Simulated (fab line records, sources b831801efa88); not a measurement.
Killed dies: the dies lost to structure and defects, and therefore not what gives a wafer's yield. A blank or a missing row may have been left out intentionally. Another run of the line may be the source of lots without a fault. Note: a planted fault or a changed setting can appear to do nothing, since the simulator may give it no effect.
Matching of chambers / flow gf180mcu / pecvd-04 running GF_V1_CVD_02: 3 sister chambers
The step deposits SiO2 from TEOS, target thk 850 nm, time 94.851 s. 18 wafers are shown with their chamber, then 9 later ones without.

## WAFERS, EACH WITH ITS CHAMBER
wafer=L075.3; chamber=0; heaterPowerW (W)=587; susceptorTempC (C)=400.43
wafer=L075.4; chamber=2; heaterPowerW (W)=646; susceptorTempC (C)=400.05
wafer=L075.6; chamber=0; heaterPowerW (W)=657; susceptorTempC (C)=399.86
wafer=L077.1; chamber=2; heaterPowerW (W)=719; susceptorTempC (C)=400.01
wafer=L077.5; chamber=1; heaterPowerW (W)=554; susceptorTempC (C)=399.77
wafer=L077.6; chamber=0; heaterPowerW (W)=532; susceptorTempC (C)=399.92
wafer=L078.1; chamber=2; heaterPowerW (W)=628; susceptorTempC (C)=399.95
wafer=L078.2; chamber=0; heaterPowerW (W)=641; susceptorTempC (C)=400.07
wafer=L078.4; chamber=2; heaterPowerW (W)=671; susceptorTempC (C)=399.77
wafer=L080.3; chamber=2; heaterPowerW (W)=686; susceptorTempC (C)=399.98
wafer=L080.4; chamber=0; heaterPowerW (W)=527; susceptorTempC (C)=399.93
wafer=L080.5; chamber=1; heaterPowerW (W)=411; susceptorTempC (C)=400.28
wafer=L087.1; chamber=2; heaterPowerW (W)=702; susceptorTempC (C)=400.20
wafer=L087.3; chamber=1; heaterPowerW (W)=496; susceptorTempC (C)=399.65
wafer=L087.5; chamber=0; heaterPowerW (W)=602; susceptorTempC (C)=400.10
wafer=L090.3; chamber=2; heaterPowerW (W)=575; susceptorTempC (C)=400.02
wafer=L090.4; chamber=1; heaterPowerW (W)=504; susceptorTempC (C)=400.24
wafer=L090.6; chamber=0; heaterPowerW (W)=518; susceptorTempC (C)=399.92

SIGNATURES (averages over the wafers above)
reading=heaterPowerW; chamber 0=580.57; chamber 1=491.25; chamber 2=661.00; scatter within a chamber=54.3
reading=susceptorTempC; chamber 0=400.0329; chamber 1=399.9850; chamber 2=399.9971; scatter within a chamber=0.206
Rule: for each reading, subtract the chamber's mean from the wafer's reading, divide by that reading's scatter and square the result; add these up over the readings and take the root, which gives the wafer's distance from the chamber. If the next closest chamber is less than 2 further off than the closest, the wafer can't be placed; otherwise it belongs to the closest. The scatter: the root of (the sum of the squares of (reading less its chamber's mean) over the shown wafers, divided by (wafers less chambers)).

## WAFERS WHOSE CHAMBER IS MISSING
wafer=L093.2; heaterPowerW (W)=501; susceptorTempC (C)=399.88
wafer=L093.3; heaterPowerW (W)=672; susceptorTempC (C)=399.76
wafer=L093.5; heaterPowerW (W)=719; susceptorTempC (C)=400.18
wafer=L095.1; heaterPowerW (W)=526; susceptorTempC (C)=400.06
wafer=L095.2; heaterPowerW (W)=645; susceptorTempC (C)=399.60
wafer=L095.3; heaterPowerW (W)=502; susceptorTempC (C)=399.90
wafer=L097.2; heaterPowerW (W)=713; susceptorTempC (C)=400.18
wafer=L097.3; heaterPowerW (W)=622; susceptorTempC (C)=400.01
wafer=L097.4; heaterPowerW (W)=647; susceptorTempC (C)=399.95

## THE CHAMBER EACH PASSED THROUGH
wafer=L093.2; from the rows above=can't be placed: 1 or 0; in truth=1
wafer=L093.3; from the rows above=can't be placed: 2 or 0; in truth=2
wafer=L093.5; from the rows above=can't be placed: 2 or 0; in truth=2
wafer=L095.1; from the rows above=can't be placed: 1 or 0 or 2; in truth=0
wafer=L095.2; from the rows above=can't be placed: 2 or 0 or 1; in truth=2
wafer=L095.3; from the rows above=can't be placed: 1 or 0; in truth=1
wafer=L097.2; from the rows above=can't be placed: 2 or 0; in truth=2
wafer=L097.3; from the rows above=can't be placed: 2 or 0 or 1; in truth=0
wafer=L097.4; from the rows above=can't be placed: 2 or 0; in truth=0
Correctly placed: 0 of 9. Not placeable from these rows: 9 (in 9, the candidates include the true chamber). Wrongly placed: 0.
